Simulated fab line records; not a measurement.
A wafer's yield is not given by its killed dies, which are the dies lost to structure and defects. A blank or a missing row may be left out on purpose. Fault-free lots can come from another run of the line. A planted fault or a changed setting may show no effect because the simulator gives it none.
A struck lot beside a sound one | flow sky130 | 43 out of 708 route steps
Sound: these wafers, L657.2, L657.3, L657.5. Wafers struck: L673.1, L673.2, L673.6. The cause comes at the end.
Order at every step that has rows: each side's tool, ch and its chambers, its first start. Under that, the readings that differ: sound wafers | struck wafers | difference of the means | sigmas: that difference in standard deviations of wafers without a fault.
alike: readings with means less than 2 such deviations apart, plus words and numbers identical on both sides. not compared: withheld readings, readings lacking a value on some wafer, bounds such as >300 that could conceal the same value, and numbers that have no deviation in the record and whose values overlap.
The two part at a step that has a row with sigmas, a row that says differs or no value, or rows on one side only. Numbers that don't overlap but have no deviation are shown without sigmas and don't part them. A reading that every wafer of one side lacks parts them only if that side has two wafers or more.

first, 3 steps without rows for these wafers: SKY_VIA2_EXPOSE_09 (exposes mask VIM2, target cd 200 nm); SKY_VIA2_PEB_10; SKY_VIA2_DEVELOP_11 (develop time 60 s).
SKY_VIA2_CD_MEAS_12 targets a cd of 200 nm.
  sound: cd-sem-02 at day 38 15:05; struck: cd-sem-02 at day 42 00:40
  alike: cd-nm
SKY_VIA2_OVL_MEAS_13:
  sound: overlay-01 at day 38 15:11; struck: overlay-02 at day 42 00:47
  alike: VIA2_OVL
then, 1 step without rows for these wafers: SKY_VIA2_ETCH_14 (etches BARC in N2/H2, stops on SiO2, time 45.9 s, target depth 60 nm).
SKY_VIA2_ETCH_15: etches SiO2 in C4F8/O2/Ar, stops on TiN, target depth 546 nm, time 84 s.
  sound on rie-diel-04 ch 0,2, day 38 15:16; struck on rie-diel-03 ch 0,2,3, day 42 00:52
  alike: bias-w, oes-product-au
  not compared: rf-hours-counter-h
then, 4 steps without rows for these wafers: SKY_VIA2_STRIP_16 (strips in O2/N2); SKY_VIA2_STRIP_17 (strips in post etch residue remover, time 1200 s); SKY_VIA2_CLEAN_18 (cleans in IPA, time 180 s); SKY_VIA2_CLEAN_19 (cleans in O3/DIW).
SKY_VIA2_SPUTTER_20: material TiN, target thk 20 nm, time 80 s.
  sound: pvd-sputter-03 at day 38 15:55; struck: pvd-sputter-04 at day 42 01:31
  alike: throttle-valve-pct
SKY_VIA2_CVD_21: deposits W, target thk 420 nm, time 126.4 s.
  sound on cvd-w-02 ch 0,1, day 38 15:58; struck on cvd-w-02 ch 0,1, day 42 01:34
  alike: heater-power-w
SKY_VIA2_RS_MEAS_22: measurement is done with a four-point probe.
  sound: film-metro-04 at day 38 16:07; struck: film-metro-04 at day 42 01:42
  alike: VIA2_W_RS
SKY_VIA2_THK_MEAS_23: measures by xrf.
  sound: film-metro-04 at day 38 16:14; struck: film-metro-04 at day 42 01:49
  alike: VIA2_W_THK
then, 3 steps without rows for these wafers: SKY_VIA2_CMP_24 (polishes, stops on SiO2, t overpolish 20 s, target thk 0 nm); SKY_METAL3_SPUTTER_00 (material Ti, target thk 15 nm, time 10 s); SKY_METAL3_SPUTTER_01 (material TiN, target thk 20 nm, time 16.7 s).
SKY_METAL3_SPUTTER_02: material AlCu, target thk 735 nm, time 39.1 s.
  sound: pvd-sputter-02 at day 38 16:38; struck: pvd-sputter-01 at day 42 02:14
  reading                | sound          | struck         | difference | sigmas
  throttle-valve-pct (%) | 31.0 32.0 30.6 | 28.9 28.8 28.9 | -2.3       | -2
then, 3 steps without rows for these wafers: SKY_METAL3_SPUTTER_03 (material Ti, target thk 5 nm, time 3.3 s); SKY_METAL3_SPUTTER_04 (material TiN, target thk 70 nm, time 58.3 s); SKY_CAPM_CVD_00 (deposits SiO2, target thk 15.5 nm).
SKY_CAPM_THK_MEAS_01:
  sound: film-metro-02 at day 38 16:46; struck: film-metro-01 at day 42 02:22
  alike: CAPM_CVD_00_THK
then, 1 step without rows for these wafers: SKY_CAPM_SPUTTER_02 (material TiN, target thk 200 nm, time 166.7 s).
SKY_CAPM_RS_MEAS_03: measurement is done with a four-point probe.
  sound: film-metro-04 at day 38 16:57; struck: film-metro-02 at day 42 02:32
  alike: CAPM_TIN_RS
SKY_CAPM_THK_MEAS_04: measures by xrf.
  sound: film-metro-04 at day 38 17:04; struck: film-metro-02 at day 42 02:39
  alike: CAPM_TIN_THK
then, 7 steps without rows for these wafers: SKY_CAPM_DEHYDRATE_05 (time 60 s); SKY_CAPM_HMDS_06 (prime time 60 s); SKY_CAPM_COAT_07 (resist thk 1140 nm); SKY_CAPM_SOFTBAKE_08 (time 60 s); SKY_CAPM_EXPOSE_09 (exposes mask CAPM, target cd 1000 nm); SKY_CAPM_PEB_10; SKY_CAPM_DEVELOP_11 (develop time 60 s).
SKY_CAPM_OVL_MEAS_12:
  sound: overlay-01 at day 39 17:43; struck: overlay-01 at day 43 01:07
  alike: CAPM_OVL
SKY_CAPM_METAL_ETCH_13: etches TiN in Cl2/BCl3, stops on SiO2, target depth 220 nm, time 62.9 s.
  sound on rie-metal-02 ch 0,1, day 39 17:45; struck on rie-metal-02 ch 0,1, day 43 01:09
  reading    | sound             | struck            | difference | sigmas
  bias-w (W) | 49.87 49.85 50.15 | 49.54 49.47 49.72 | -0.38      | -2
  alike: drypump-motor-current-A, oes-product-au, throttle-valve-pct
  not compared: rf-hours-counter-h
SKY_CAPM_STRIP_14: strips in O2/N2.
  sound on plasma-asher-02 ch 0,1, day 39 17:50; struck on plasma-asher-02 ch 0,1, day 43 01:14
  alike: drypump-motor-current-A, oes-product-au, strip-time-to-endpoint-s
  not compared: rf-hours-counter-h
then, 6 steps without rows for these wafers: SKY_CAPM_STRIP_15 (strips in post etch residue remover, time 1200 s); SKY_CAPM_CLEAN_16 (cleans in IPA, time 180 s); SKY_CAPM_CLEAN_17 (cleans in O3/DIW); SKY_METAL3_DEHYDRATE_05 (time 60 s); SKY_METAL3_HMDS_06 (prime time 60 s); SKY_METAL3_COAT_07 (resist thk 60 nm).
-- the record jumps here: 7 days lie between the struck wafers' starts before and after (it left off in module METAL3 and takes up again in module PAD_OPEN, whose first step shown is number 708 of the route) --
SKY_PAD_OPEN_PROBE_99:
  sound: prober-01 at day 47 15:01; struck: prober-02 at day 50 04:56
  reading                               | sound               | struck            | difference | sigmas
  defect-limited-yield (%)              | 86.4 83.1 80.7      | 75.2 80.3 74.0    | -6.9       | -4
  killed_at_M0_to_M3                    | 30 57 40            | 88 52 94          | +36        | +5
  killed-dies                           | 67 83 95            | 122 97 128        | +34        | +4
  sort_bin_3_pad_short (%)              | 0.6 0.8 0.4         | 1.8 1.8 3.3       | +1.7       | +4
  sort_bin_5_function (%)               | 6.3 9.6 12.6        | 14.2 12.6 16.5    | +4.9       | +4
  sort-n-pass                           | 425 409 397         | 370 395 364       | -34        | -4
  sort-yield-pct (%)                    | 86.4 83.1 80.7      | 75.2 80.3 74.0    | -6.9       | -4
  model.etest.tester.sort-n-pass        | 425 409 397         | 370 395 364       | -34        |
  model.etest.tester.sort-yield-pct (%) | 86.38 83.13 80.69   | 75.2 80.28 73.98  | -6.9       |
  model.etest.tester.sort_bin_3_pct (%) | 0.6098 0.813 0.4065 | 1.829 1.829 3.252 | +1.694     |
  alike: killed_at_M4_up, killed-at-contacts, killed-at-front-end, killed-at-other, killed-open, killed-short, sort_bin_6_memory
  not compared: model.etest.tester.sort_bin_5_pct

## WHERE THEY PART
At SKY_METAL3_SPUTTER_02 first; at SKY_PAD_OPEN_PROBE_99 last (within this record only).

WHY: what the simulator had put in
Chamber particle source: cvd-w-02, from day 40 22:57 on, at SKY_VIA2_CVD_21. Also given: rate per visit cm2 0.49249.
